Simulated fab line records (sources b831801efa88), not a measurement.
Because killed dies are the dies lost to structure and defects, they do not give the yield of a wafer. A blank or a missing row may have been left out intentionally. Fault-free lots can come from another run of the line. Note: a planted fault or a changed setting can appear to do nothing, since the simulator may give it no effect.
fab line records	flow sky130
[record] lots = 14	wafers = 38	lastDay = 49
route steps=708 shown FIELD_ISO@15 DNWELL@44 VT_ADJUST_LVTN@115 VT_ADJUST_NCORE@127
lots that met no fault: taken from a fault-free run of the same line
startH: hours from the record's first day to the start of the lot's first wafer shown	waitH: how many hours have passed since the lot's step before this one	" unchanged from the row above	L1.1+2: a single row standing in for several wafers	- no value, or no start was given	* or withheld: withheld	< > ~ a bound
route shown NAME@n: NAME is a module with steps in the file, n the number in the route of the first one	usual: average and standard deviation across the fault-free wafers	same: alike in all rows	chamber/n: place in a boat	sites: readings site by site	_std_site: the standard deviation of these	_edge_site: inner sites' mean taken away from outer sites' mean	radiusMm: how far each site lies from the wafer's centre	mask NAME#n: copy n	behind: the tool/chamber that last shaped the wafer	hold: cause of the lot's hold/its duration in hours/its outcome	device: the transistor (n, p or np) that didn't switch	end of line: the same wafers' tests at the end of the route	for a step that has no rows: nothing shown but its recipe	killed: not the wafer's yield, but the dies lost to structure and defects at the first sort	map: a wafer's dies, marking killed ones x, the rest . and places with no die _
set.NAME: the setting the step ran with; set.NAME@STEP: the setting that earlier step ran with	model.NAME: the simulator's own value behind a step, which no gauge read
route steps across a sampled set of lots; one table per step, one row per wafer
services: from which hour (startH, from the record's first day; less than 0 if before it) a tool's chamber was out of use, for how many hours, and why
[[steps]]
[step SKY_FIELD_ISO_ETCH_14]
[recipe] chemistry = N2/H2	target = BARC	ionEnergyEv = 200	sourceW = 500	biasW = 100	pressureMtorr = 30	n2FlowSccm = 100	h2FlowSccm = 200	stopOn = SiO2	timeS = 45.9	targetDepthA = 600
[usual] drypumpMotorCurrentA = 5.5/0.34	oesProductAu = 0.855/0.0047	runLengthS = 74.2/0.36	throttleValvePct = 13.226/0.0086
lot.wafer	tool	chamber	startH	waitH	drypumpMotorCurrentA	oesProductAu	rfHoursCounterH	runLengthS	throttleValvePct
L195.1	rieDiel-03	2	30.10	0.1	5.3	0.853	72	74.2	13.231
L195.2	"	0	"	"	5.9	0.859	1	74.3	13.223
L195.4	"	2	"	"	5.3	0.857	-	74.2	13.227
L196.3	rieDiel-04	0	38.25	0.1	5.5	0.856	27	73.9	13.228
L196.4	"	2	"	"	5.4	0.853	1	74.4	13.220
L196.5	"	0	"	"	5.5	0.866	-	73.8	13.213
L197.2	rieDiel-02	3	38.42	0.1	6.0	0.856	119	73.8	13.230
L197.3	"	0	"	"	5.2	0.854	35	74.1	13.216
L197.5	"	1	"	"	5.4	0.850	-	74.1	13.234
L198.1	rieDiel-04	2	52.54	0.1	5.4	0.856	1	74.3	13.212
L198.4	"	0	"	"	5.5	0.860	27	73.7	13.227
L198.5	"	3	"	"	5.0	0.853	-	74.1	13.221
L199.2	rieDiel-03	3	52.75	0.1	5.7	0.856	0	74.0	13.233
L199.3	"	0	"	"	5.9	0.854	2	74.5	13.233
L199.4	"	1	"	"	5.7	0.858	1	75.1	13.230
L200.3	rieDiel-02	0	63.30	0.1	5.2	0.861	36	73.9	13.220
L200.4	"	1	"	"	5.4	0.862	71	74.0	13.238
L200.5	"	2	"	"	5.0	0.855	-	74.1	13.227
L201.1	rieDiel-03	1	63.54	0.1	5.7	0.858	1	75.0	13.222
L201.4	"	2	"	"	5.3	0.858	73	74.1	13.238
L201.5	"	1	"	"	5.7	0.858	-	74.9	13.230
L202.1	rieDiel-02	0	66.50	0.1	5.2	0.853	36	74.0	13.223
L202.2	"	3	"	"	6.0	0.851	119	73.6	13.221
L202.3	"	2	"	"	5.0	0.853	1	74.1	13.214
L205.1	rieDiel-02	3	83.17	0.1	6.1	0.852	120	74.0	13.242
L205.4	"	0	"	"	5.2	0.858	-	74.0	13.233
L205.6	"	3	"	"	6.1	0.854	-	74.2	13.214
L207.3	rieDiel-03	3	94.61	0.1	5.6	0.856	1	74.2	13.236
L207.4	"	1	"	"	5.7	0.854	2	74.6	13.222
L207.5	"	1	"	"	5.7	0.854	-	74.8	13.216
L209.1	rieDiel-02	2	101.72	0.1	5.0	0.858	2	73.8	13.237
L209.4	"	2	"	"	5.0	0.856	-	73.9	13.232
L209.6	"	0	"	"	5.2	0.855	-	73.9	13.223
L212.1	rieDiel-02	3	117.05	0.1	6.1	0.860	120	74.0	13.220
L212.2	"	0	"	"	5.2	0.846	37	74.2	13.231
L212.4	"	2	"	"	5.0	0.859	2	74.1	13.218
L216.3	rieDiel-03	3	137.82	0.1	5.7	0.997	2	40.6	13.256
L218.3	rieDiel-03	1	149.62	0.1	5.7	1.007	3	41.0	13.233
[step SKY_FIELD_ISO_ETCH_15]
[recipe] chemistry = CHF3/O2	targetDepthNm = 180	stopOn = Si	sourceW = 600	biasW = 200	pressureMtorr = 40	chf3FlowSccm = 50	O2_flow_sccm = 5	timeS = 72
[usual] drypumpMotorCurrentA = 5.5/0.34	oesProductAu = 0.944/0.007	runLengthS = 100.3/0.37	throttleValvePct = 8.843/0.0092
lot.wafer	tool	chamber	startH	waitH	drypumpMotorCurrentA	oesProductAu	rfHoursCounterH	runLengthS	throttleValvePct
L195.1	rieDiel-03	2	30.14	0.0	5.3	0.948	72	100.5	8.846
L195.2	"	0	"	"	5.9	0.943	1	100.1	8.832
L195.4	"	2	"	"	5.3	0.959	-	100.5	8.839
L196.3	rieDiel-04	0	38.29	0.0	5.5	0.939	27	99.9	8.834
L196.4	"	2	"	"	5.4	0.938	1	100.3	8.836
L196.5	"	0	"	"	5.5	0.934	-	100.0	8.845
L197.2	rieDiel-02	3	38.47	0.0	6.1	0.942	119	99.7	8.840
L197.3	"	0	"	"	5.2	0.936	35	100.3	8.853
L197.5	"	1	"	"	5.4	0.934	-	99.6	8.852
L198.1	rieDiel-04	2	52.58	0.0	5.4	0.948	1	100.7	8.849
L198.4	"	0	"	"	5.4	0.949	27	99.9	8.844
L198.5	"	3	"	"	5.0	0.952	-	100.7	8.836
L199.2	rieDiel-03	3	52.79	0.0	5.6	0.949	0	100.1	8.845
L199.3	"	0	"	"	5.9	0.947	2	100.4	8.857
L199.4	"	1	"	"	5.7	0.956	1	100.7	8.861
L200.3	rieDiel-02	0	63.34	0.0	5.2	0.936	36	100.1	8.840
L200.4	"	1	"	"	5.4	0.953	71	99.5	8.841
L200.5	"	2	"	"	5.0	0.936	-	99.9	8.839
L201.1	rieDiel-03	1	63.58	0.0	5.7	0.954	1	100.7	8.843
L201.4	"	2	"	"	5.3	0.956	73	100.5	8.851
L201.5	"	1	"	"	5.7	0.946	-	100.8	8.847
L202.1	rieDiel-02	0	66.54	0.0	5.2	0.946	36	100.1	8.854
L202.2	"	3	"	"	6.1	0.949	119	100.1	8.821
L202.3	"	2	"	"	5.0	0.950	1	100.1	8.850
L205.1	rieDiel-02	3	83.21	0.0	6.0	0.943	120	99.8	8.839
L205.4	"	0	"	"	5.2	0.937	-	100.4	8.838
L205.6	"	3	"	"	6.1	0.943	-	99.9	8.838
L207.3	rieDiel-03	3	94.65	0.0	5.6	0.941	1	100.3	8.840
L207.4	"	1	"	"	5.7	0.946	2	101.0	8.848
L207.5	"	1	"	"	5.7	0.945	-	100.8	8.837
L209.1	rieDiel-02	2	101.77	0.0	5.0	0.930	2	100.1	8.844
L209.4	"	2	"	"	5.0	0.937	-	100.0	8.836
L209.6	"	0	"	"	5.2	0.935	-	100.1	8.844
L212.1	rieDiel-02	3	117.09	0.0	6.0	0.946	120	99.8	8.860
L212.2	"	0	"	"	5.2	0.941	37	100.1	8.845
L212.4	"	2	"	"	5.0	0.939	2	99.8	8.861
L216.3	rieDiel-03	3	137.87	0.0	5.7	0.382	2	100.2	8.664
L218.3	rieDiel-03	1	149.67	0.0	5.7	0.371	3	101.0	8.667
[step SKY_FIELD_ISO_STRIP_16]
[recipe] chemistry = O2/N2	powerW = 1400	pressureMtorr = 1500	platenTempC = withheld	o2FlowSccm = 3000	n2FlowSccm = 300	overashFraction = 0.5
[usual] drypumpMotorCurrentA = 5.8/0.32	o2FlowSccm = 2999/9.3	oesProductAu = 0.379/0.0044	stripTimeToEndpointS = 3.566/0.028
lot.wafer	tool	chamber	startH	waitH	drypumpMotorCurrentA	o2FlowSccm	oesProductAu	rfHoursCounterH	stripTimeToEndpointS
L195.1	plasmaAsher-03	1	30.20	0.0	5.7	2992	0.377	22	3.565
L195.2	"	0	"	"	6.0	2996	0.388	22	3.581
L195.4	"	1	"	"	5.7	2984	0.383	-	3.584
L196.3	plasmaAsher-01	0	38.38	0.1	5.8	3004	0.382	-	3.623
L196.4	"	1	"	"	5.7	3001	0.375	-	3.613
L196.5	"	0	"	"	5.8	3008	0.384	-	3.596
L197.2	plasmaAsher-02	1	38.52	0.0	5.2	3018	0.385	36	3.571
L197.3	"	0	"	"	6.4	3001	0.379	-	3.583
L197.5	"	0	"	"	6.4	2998	0.389	-	3.579
L198.1	plasmaAsher-03	1	52.71	0.1	5.7	3009	0.383	24	3.577
L198.4	"	0	"	"	6.0	3003	0.375	-	3.571
L198.5	"	0	"	"	6.0	3005	0.375	-	3.527
L199.2	plasmaAsher-03	1	52.85	0.0	5.7	2996	0.380	24	3.585
L199.3	"	1	"	"	5.7	3008	0.379	-	3.587
L199.4	"	0	"	"	6.0	3011	0.379	-	3.562
L200.3	plasmaAsher-02	1	63.43	0.1	5.2	3008	0.380	-	3.600
L200.4	"	0	"	"	6.4	3005	0.371	-	3.586
L200.5	"	1	"	"	5.2	2999	0.385	-	3.605
L201.1	plasmaAsher-03	0	63.64	0.0	6.0	2998	0.376	25	3.558
L201.4	"	0	"	"	6.0	3003	0.374	-	3.559
L201.5	"	1	"	"	5.7	2985	0.378	-	3.533
L202.1	plasmaAsher-03	1	66.60	0.0	5.7	2996	0.378	25	3.595
L202.2	"	0	"	"	6.0	2995	0.379	25	3.535
L202.3	"	1	"	"	5.7	3008	0.383	-	3.618
L205.1	plasmaAsher-03	0	83.27	0.0	6.0	2989	0.373	27	3.555
L205.4	"	1	"	"	5.7	3002	0.380	-	3.584
L205.6	"	1	"	"	5.7	2998	0.376	-	3.563
L207.3	plasmaAsher-01	0	94.74	0.1	5.8	3005	0.377	-	3.548
L207.4	"	1	"	"	5.7	3008	0.379	-	3.547
L207.5	"	0	"	"	5.7	2989	0.383	-	3.588
L209.1	plasmaAsher-01	1	101.82	0.0	5.7	2997	0.381	42	3.614
L209.4	"	1	"	"	5.7	3005	0.384	-	3.609
L209.6	"	1	"	"	5.7	3000	0.378	-	3.576
L212.1	plasmaAsher-03	0	117.15	0.0	6.0	3005	0.382	31	3.558
L212.2	"	1	"	"	5.7	2989	0.375	31	3.555
L212.4	"	1	"	"	5.7	3008	0.375	-	3.588
L216.3	plasmaAsher-02	0	137.96	0.1	6.4	2996	0.388	-	3.869
L218.3	plasmaAsher-03	0	149.76	0.1	6.0	2983	0.398	-	3.958
[step SKY_DNWELL_TW_MEAS_09]
[usual] DNWELL_TW = 1117/10
lot.wafer	tool	chamber	startH	waitH	DNWELL_TW
L195.1	filmMetro-01	-	66.15	0.1	1115
L195.2	"	-	"	"	1116
L195.4	"	-	"	"	1109
L197.2	filmMetro-01	-	69.06	0.1	1118
L197.3	"	-	"	"	1124
L197.5	"	-	"	"	1121
L196.3	filmMetro-01	-	69.75	0.1	1122
L196.4	"	-	"	"	1126
L196.5	"	-	"	"	1130
L198.1	filmMetro-03	-	77.15	0.1	1118
L198.4	"	-	"	"	1112
L198.5	"	-	"	"	1117
L199.2	filmMetro-04	-	77.24	0.1	1105
L199.3	"	-	"	"	1106
L199.4	"	-	"	"	1104
L200.3	filmMetro-03	-	87.02	0.1	1107
L200.4	"	-	"	"	1102
L200.5	"	-	"	"	1103
L201.1	filmMetro-04	-	89.15	0.1	1112
L201.4	"	-	"	"	1101
L201.5	"	-	"	"	1110
L202.1	filmMetro-01	-	90.88	0.1	1130
L202.2	"	-	"	"	1129
L202.3	"	-	"	"	1130
L205.1	filmMetro-04	-	109.00	0.1	1120
L205.4	"	-	"	"	1121
L205.6	"	-	"	"	1116
L207.3	filmMetro-01	-	118.82	0.1	1129
L207.4	"	-	"	"	1127
L207.5	"	-	"	"	1128
L209.1	filmMetro-01	-	130.35	0.1	1126
L209.4	"	-	"	"	1121
L209.6	"	-	"	"	1121
L212.1	filmMetro-04	-	142.80	0.1	1107
L212.2	"	-	"	"	1113
L212.4	"	-	"	"	1101
L216.3	filmMetro-03	-	164.17	0.1	1111
L218.3	filmMetro-03	-	182.47	0.1	1107
[step SKY_VT_ADJUST_LVTN_OVL_MEAS_18]
[usual] VT_ADJUST_LVTN_01_OVL = -0.1/1.3
lot.wafer	tool	chamber	startH	waitH	VT_ADJUST_LVTN_01_OVL[nm]
L195.1	overlay-01	-	176.40	0.1	0.7
L195.2	"	-	"	"	-1.0
L195.4	"	-	"	"	-0.7
L197.2	overlay-01	-	182.49	0.1	-1.8
L197.3	"	-	"	"	0.1
L197.5	"	-	"	"	1.6
L196.3	overlay-02	-	182.51	0.1	0.7
L196.4	"	-	"	"	0.6
L196.5	"	-	"	"	0.1
L198.1	overlay-02	-	193.35	0.1	0.9
L198.4	"	-	"	"	1.7
L198.5	"	-	"	"	1.3
L199.2	overlay-01	-	194.20	0.1	-2.4
L199.3	"	-	"	"	-1.1
L199.4	"	-	"	"	-0.4
L200.3	overlay-02	-	206.19	0.1	-0.7
L200.4	"	-	"	"	0.0
L200.5	"	-	"	"	1.0
L201.1	overlay-02	-	206.55	0.1	-0.8
L201.4	"	-	"	"	-1.3
L201.5	"	-	"	"	-2.5
L202.1	overlay-01	-	208.30	0.1	-1.2
L202.2	"	-	"	"	-0.5
L202.3	"	-	"	"	0.9
L205.1	overlay-02	-	232.70	0.1	1.6
L205.4	"	-	"	"	1.1
L205.6	"	-	"	"	0.8
L207.3	overlay-02	-	244.42	0.1	0.0
L207.4	"	-	"	"	0.9
L207.5	"	-	"	"	-1.3
L209.1	overlay-01	-	258.75	0.1	-0.9
L209.4	"	-	"	"	1.6
L209.6	"	-	"	"	-0.6
L212.1	overlay-02	-	275.10	0.1	-2.5
L212.2	"	-	"	"	-2.7
L212.4	"	-	"	"	-3.6
[step SKY_VT_ADJUST_NCORE_OVL_MEAS_08]
[usual] VT_ADJUST_NCORE_OVL = -0.8/1.4
lot.wafer	tool	chamber	startH	waitH	VT_ADJUST_NCORE_OVL[nm]
L195.1	overlay-01	-	198.09	0.1	-0.2
L195.2	"	-	"	"	1.1
L195.4	"	-	"	"	2.8
L197.2	overlay-02	-	203.81	0.1	-0.1
L197.3	"	-	"	"	0.1
L197.5	"	-	"	"	1.4
L196.3	overlay-01	-	203.88	0.1	-1.3
L196.4	"	-	"	"	-1.1
L196.5	"	-	"	"	0.1
L198.1	overlay-02	-	215.52	0.1	-1.6
L198.4	"	-	"	"	-0.6
L198.5	"	-	"	"	-2.6
L199.2	overlay-02	-	215.89	0.1	-2.4
L199.3	"	-	"	"	-1.8
L199.4	"	-	"	"	-1.6
L200.3	overlay-01	-	228.95	0.1	-2.4
L200.4	"	-	"	"	-2.6
L200.5	"	-	"	"	-1.2
L201.1	overlay-01	-	229.24	0.1	0.1
L201.4	"	-	"	"	0.2
L201.5	"	-	"	"	-0.6
L202.1	overlay-01	-	230.54	0.1	-3.5
L202.2	"	-	"	"	-1.0
L202.3	"	-	"	"	-3.1
L205.1	overlay-02	-	256.57	0.1	-2.2
L205.4	"	-	"	"	-2.2
L205.6	"	-	"	"	0.0
L207.3	overlay-01	-	269.20	0.1	-0.9
L207.4	"	-	"	"	-1.5
L207.5	"	-	"	"	-1.0
L209.1	overlay-01	-	282.55	0.1	0.1
L209.4	"	-	"	"	0.7
L209.6	"	-	"	"	0.6
L212.1	overlay-02	-	300.34	0.1	-1.1
L212.2	"	-	"	"	1.7
L212.4	"	-	"	"	-0.3
[[services]]
tool	chamber	startH	hours	kind
rieDiel-04	3	13.22	17.3	repair
rieDiel-02	0	16.22	6.9	repair
rieDiel-03	3	19.77	-	clean
rieDiel-03	3	19.77	26.5	scheduledDown
rieDiel-03	3	19.77	26.5	ventCycle
plasmaAsher-01	-	51.48	1.9	repair
plasmaAsher-02	-	51.75	1.6	repair
rieDiel-04	1	55.35	-	clean
rieDiel-04	1	55.35	-	consumableReplace:esc
rieDiel-04	1	55.35	19.6	scheduledDown
rieDiel-04	1	55.35	19.6	ventCycle
rieDiel-03	1	55.53	4.9	repair
rieDiel-02	1	67.91	16.8	repair
plasmaAsher-02	-	96.87	0.4	repair
rieDiel-02	3	101.02	1.4	repair
plasmaAsher-01	-	108.75	9.0	pm
plasmaAsher-01	0	108.75	9.0	ventCycle
plasmaAsher-01	1	108.75	9.0	ventCycle
plasmaAsher-01	0	117.75	-	clean
plasmaAsher-01	1	117.75	-	clean
plasmaAsher-03	-	122.14	1.4	repair
rieDiel-04	0	132.08	5.6	repair
rieDiel-04	0	139.50	5.0	repair
rieDiel-02	-	146.08	0.6	repair
[[key]]
[firstSign] step = SKY_FIELD_ISO_ETCH_14	reading = runLengthS	direction = down	sigmas = 93	usual = *	struck = *
[effect] step = SKY_FIELD_ISO_ETCH_14	reading = oesProductAu	direction = up	sigmas = 31	usual = 0.855	struck = 1.002
[effect] step = SKY_FIELD_ISO_ETCH_15	reading = oesProductAu	direction = down	sigmas = 82	usual = 0.944	struck = 0.376
[effect] step = SKY_FIELD_ISO_STRIP_16	reading = stripTimeToEndpointS	direction = up	sigmas = 12	usual = *	struck = *
metAt SKY_FIELD_ISO_ETCH_14
struckLots L216,L218
struckWafers L216.3,L218.3
laterRowsLeftOut L216.3,L218.3
sortLeftOut L216.3,L218.3
testerLeftOut L216,L218
notActingAt SKY_DNWELL_TW_MEAS_09,SKY_VT_ADJUST_LVTN_OVL_MEAS_18,SKY_VT_ADJUST_NCORE_OVL_MEAS_08
onsetBetween 94.61 137.82
[fault] kind = processParameterDrift	tool = rieDiel-03	chamber = -	onsetH = 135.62	steps = SKY_FIELD_ISO_ETCH_14	channel = timeS	offset = *	shape = step	endH = 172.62	scope = struckWafersOnly	actsIn = *	stated = *
// testerLeftOut: of these lots the tester's yield and bins aren't shown, on N5 and GAA mostly nor the transistor test; their killed dies are dies lost to structure and defects alone, not to doping, threshold or leakage, so they don't give the yield
// sortLeftOut: the simulated sort isn't trusted on such a fault, so these wafers' sort isn't shown, and their yield isn't known
// laterRowsLeftOut: the simulator's readings of these wafers behind a module that went badly wrong aren't trusted and aren't shown, but for the sort
